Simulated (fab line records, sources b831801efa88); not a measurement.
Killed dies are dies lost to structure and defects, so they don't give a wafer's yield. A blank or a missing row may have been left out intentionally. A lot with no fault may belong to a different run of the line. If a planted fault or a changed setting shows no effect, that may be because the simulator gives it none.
Struck lot and sound lot, side by side ; flow sky130 ; 15 steps out of a route of 708
Sound: the wafers L303.4, L303.5, L303.6. Wafers struck: L317.2, L317.3, L317.6. The cause comes at the end.
Per side, at each step with rows, come the tool, then ch with its chambers, and then its first start. Under that, the readings that differ: sound wafers ; struck wafers ; difference of the means ; sigmas: that difference in standard deviations of wafers without a fault.
alike: words and numbers the same on both sides, and readings whose means are apart by under 2 such deviations; not compared: readings that were withheld, readings missing a value for some wafer, numbers with overlapping values and no deviation given by the record, and bounds like >300 which may hide the same value.
Wherever a step has rows on one side only, a row that says differs or no value, or a row with sigmas, the two part there. When numbers do not overlap yet have no deviation, they are printed without sigmas and do not part them. Lack of a reading on every wafer of one side parts them only where that side has two or more wafers.

SKY_METAL2_STRIP_20: strips in O2/N2.
  sound on plasmaAsher-04 ch 0,1, day 35 10:16; struck on plasmaAsher-01 ch 0,1, day 40 16:44
  alike: drypumpMotorCurrentA, oesProductAu, stripTimeToEndpointS
  not compared: rfHoursCounterH
then, 4 steps without rows for these wafers: SKY_METAL2_STRIP_21 (strips in post etch residue remover, time 1200 s); SKY_METAL2_CLEAN_22 (cleans in IPA, time 180 s); SKY_METAL2_CLEAN_23 (cleans in O3/DIW); SKY_VIA2_HDPCVD_00 (deposits SiO2, target thk 1180 nm, time 196.7 s).
SKY_VIA2_THK_MEAS_01:
  struck on filmMetro-01, day 40 17:37; sound on filmMetro-01, day 35 10:59
  alike: VIA2_HDPCVD_THK
SKY_VIA2_CMP_02: polishes SiO2.
  sound on cmp-01 ch 1,2,3, day 35 11:07; struck on cmp-01 ch 0,1, day 40 17:43
  alike: motorCurrentA
SKY_VIA2_BOW_MEAS_03:
  struck on filmMetro-04, day 40 17:59; sound on filmMetro-04, day 35 11:22
  alike: VIA2_BOW
then, 4 steps without rows for these wafers: SKY_VIA2_DEHYDRATE_04 (time 60 s); SKY_VIA2_HMDS_05 (prime time 60 s); SKY_VIA2_COAT_06 (resist thk 60 nm); SKY_VIA2_COAT_07 (resist thk 450 nm).
SKY_VIA2_SOFTBAKE_08: time 90 s.
  sound on lithoTrack-02 ch 0, day 36 00:00; struck on lithoTrack-02 ch 0, day 41 05:00
reading;sound;struck;difference;sigmas
heaterPowerTotalW (W);57.31 57.40 57.26;59.00 58.97 59.15;+1.72;+16
runLengthS (s);119.11 119.21 119.29;111.57 111.54 111.44;-7.69;-45
then, 1 step without rows for these wafers: SKY_VIA2_EXPOSE_09 (exposes mask VIM2, target cd 200 nm).
-- the record jumps here: 9 days lie between the struck wafers' starts before and after (it left off in module VIA2 and takes up again in module PAD_OPEN, whose first step shown is number 708 of the route) --
SKY_PAD_OPEN_PROBE_99:
  struck on prober-02, day 49 22:57; sound on prober-01, day 45 23:17
  alike: killed_at_M0_to_M3, killed_at_M4_up, killedAtContacts, killedAtFrontEnd, killedAtOther, killedDies, killedOpen, killedShort

WHERE THEY PART
SKY_VIA2_SOFTBAKE_08 only, going by this record. Later steps at which nothing parts them and some readings are alike: SKY_PAD_OPEN_PROBE_99.

WHY: the cause the simulator had injected
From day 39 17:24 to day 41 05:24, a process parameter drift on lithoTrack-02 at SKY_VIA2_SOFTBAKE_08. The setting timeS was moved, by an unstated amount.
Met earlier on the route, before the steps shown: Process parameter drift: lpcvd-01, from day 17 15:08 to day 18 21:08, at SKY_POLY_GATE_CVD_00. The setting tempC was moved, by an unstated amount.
